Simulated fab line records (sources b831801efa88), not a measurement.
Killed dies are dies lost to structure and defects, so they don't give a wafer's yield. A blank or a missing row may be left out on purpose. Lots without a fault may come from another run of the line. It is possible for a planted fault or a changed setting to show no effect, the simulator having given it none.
2 desks looking at one fault | flow sky130 | only its own numbers are on each desk; what lay behind them is given at the end

## AT THE METROLOGY DESK
Lot by lot, what the gauges showed, no matter which tool ran the lot: averages of those sampled wafers that carry a number. Any lot whose mean is over 4 standard deviations away from the usual mean is out of limits and marked OUT; that distance is given in the brackets.
Columns: A = SD_N_OVL at SKY_SD_N_OVL_MEAS_08, usual -0.4 nm; B = SD_N_TW at SKY_SD_N_TW_MEAS_12, usual 3991; C = LOCAL_INTERCONNECT_TIN_RS at SKY_LOCAL_INTERCONNECT_RS_MEAS_01, usual 14.18 ohm/sq
lot  | first seen here | A    | B    | C
L697 | day 28 14:56    | 1.5  | 4050 | 14.32
L700 | day 29 21:22    | -0.7 | 3996 | 14.16
L701 | day 30 03:35    | 0.3  | 3987 | 14.08
L702 | day 30 07:29    | -1.5 | 4038 | 14.20
L703 | day 31 09:15    | -0.5 | 3930 | 14.32
L705 | day 31 14:20    | 0.8  | 3937 | 14.29
L707 | day 32 01:44    | -1.5 | 3979 | -
L708 | day 32 09:58    | 0.2  | 4006 | -
L710 | day 32 18:31    | -2.4 | 3971 | 14.21
L713 | day 33 23:27    | -0.6 | 4024 | 14.05
L714 | day 34 08:55    | 1.6  | 4000 | 14.22
L715 | day 34 16:00    | 1.2  | 4005 | 14.15
L716 | day 34 18:30    | 0.0  | 3980 | 14.12
L717 | day 35 00:22    | -1.4 | 4038 | 14.07
This desk's verdict: no lot among the 14 shows anything out of limits.

## FOR THE TOOL OWNER'S DESK: pvd sputter-02
At SKY_LI_CONTACT_SPUTTER_20 (material TiN, target thk 20 nm, time 80 s) the tool's own readings: per lot run on this tool, the mean of the sampled wafers that have a number. Any lot whose mean is over 4 standard deviations away from the usual mean is out of limits and marked OUT; that distance is given in the brackets.
Columns: A = cathode dc power W at SKY_LI_CONTACT_SPUTTER_20, usual 4000.0 W; B = chamber pressure pa at SKY_LI_CONTACT_SPUTTER_20, usual 5.001 Pa; C = throttle valve pct at SKY_LI_CONTACT_SPUTTER_20, usual 29.9 %
lot  | first seen here | A      | B     | C
L701 | day 31 09:10    | 3999.7 | 5.005 | 29.6
L702 | day 31 12:22    | 4000.3 | 5.002 | 30.3
L710 | day 33 22:58    | 3999.9 | 4.996 | 30.1
L715 | day 35 21:40    | 3999.5 | 4.988 | 29.5
L716 | day 36 00:55    | 4000.6 | 4.995 | 30.1
L717 | day 36 05:56    | 4000.1 | 5.004 | 30.0
This desk's verdict: no lot among the 6 shows anything out of limits.

## TAKEN TOGETHER
Metrology desk: nothing out of limits seen.
The tool owner's desk saw nothing out of limits.

## WHAT THE SIMULATOR HAD INSERTED
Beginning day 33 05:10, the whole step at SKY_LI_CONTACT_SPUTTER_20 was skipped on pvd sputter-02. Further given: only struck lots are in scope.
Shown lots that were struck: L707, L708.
